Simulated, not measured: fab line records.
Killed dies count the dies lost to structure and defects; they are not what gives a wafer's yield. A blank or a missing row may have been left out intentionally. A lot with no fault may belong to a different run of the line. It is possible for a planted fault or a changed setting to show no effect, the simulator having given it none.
Comparing a struck lot with a sound one	flow sfq line	13 steps out of a route of 325
Sound: wafers L863.2, L863.4, L863.5. Struck: wafer L877.6; the same lot's L877.4 was not struck, so it is left out; see the end for the cause.
Per side, at each step with rows, come the tool, then ch with its chambers, and then its first start. Under that, the readings that differ: sound wafers	struck wafers	difference of the means	sigmas: that difference in standard deviations of wafers without a fault.
alike: words and numbers the same on both sides, and readings whose means are apart by under 2 such deviations; not compared: readings that were withheld, readings missing a value for some wafer, numbers with overlapping values and no deviation given by the record, and bounds like >300 which may hide the same value.
The two part at a step that has a row with sigmas, a row that says differs or no value, or rows on one side only. Numbers that have no deviation but don't overlap get no sigmas and don't part them. Lack of a reading on every wafer of one side parts them only where that side has two or more wafers.

first, 2 steps without rows for these wafers: SFQ_TRILAYER_I3_VIA_STRIP_SOLV_CLEAN_090 (cleans in NMP, time 600 s); SFQ_TRILAYER_M4_DEP_PRE_CLEAN_092 (time 22.5 s).
SFQ_TRILAYER_M4_DEP_SPUTTER_091: material Nb, target thk 200 nm, time 133.3 s.
  sound on pvd sputter-05, day 44 08:15; struck on pvd sputter-05, day 57 03:19
  alike: base pressure pa, cathode dc power W, throttle valve pct
SFQ_M4_RS_MEAS_924: measures by four-point-probe.
  sound on film metro-02, day 44 08:22; struck on film metro-02, day 57 03:29
  alike: M4_NB_RS
then, 6 steps without rows for these wafers: SFQ_TRILAYER_M4_LITHO_COAT_098 (resist thk 62 nm); SFQ_TRILAYER_M4_LITHO_COAT_093 (resist thk 600 nm); SFQ_TRILAYER_M4_LITHO_SOFTBAKE_097; SFQ_TRILAYER_M4_LITHO_EXPOSE_094 (exposes mask M4, target cd 500 nm); SFQ_TRILAYER_M4_LITHO_PEB_096 (peb time 60 s); SFQ_TRILAYER_M4_LITHO_DEVELOP_095 (time 60 s).
-- the record jumps here: 5 days lie between the struck wafers' starts before and after --
SFQ_M4_OVL_MEAS_926:
  sound on overlay-02, day 49 21:52; struck on overlay-01, day 62 09:46
reading	sound	struck	difference	sigmas
M4_OVL (nm)	2 5 7	-9	-14	-2
SFQ_TRILAYER_M4_BARC_OPEN_METAL_ETCH_123: etches BARC in O2, target depth 125 nm, time 41.7 s.
  sound on rie metal-01 ch 0, day 49 21:54; struck on rie metal-01 ch 1, day 62 09:49
reading	sound	struck	difference	sigmas
rf fwd power W (W)	595.9 597.2 595.0	589.7	-6.3	-3
run length s (s)	69.91 69.83 69.91	71.08	+1.20	+4
  alike: bias w, drypump motor current A, oes product au
  not compared: rf hours counter h
SFQ_TRILAYER_M4_ETCH_METAL_ETCH_096: etches Nb in Cl2/Ar, stops on SiO2, target depth 240 nm, time 120 s.
  sound on rie metal-01 ch 0, day 49 21:58; struck on rie metal-01 ch 1, day 62 09:53
reading	sound	struck	difference	sigmas
bias w (W)	80.33 79.82 80.15	79.52	-0.58	-2
  alike: drypump motor current A, oes product au, rf fwd power W, run length s
  not compared: rf hours counter h

WHERE THEY PART
Last at SFQ_TRILAYER_M4_ETCH_METAL_ETCH_096 as far as this record goes, first at SFQ_M4_OVL_MEAS_926.

WHY: what had been put in by the simulator
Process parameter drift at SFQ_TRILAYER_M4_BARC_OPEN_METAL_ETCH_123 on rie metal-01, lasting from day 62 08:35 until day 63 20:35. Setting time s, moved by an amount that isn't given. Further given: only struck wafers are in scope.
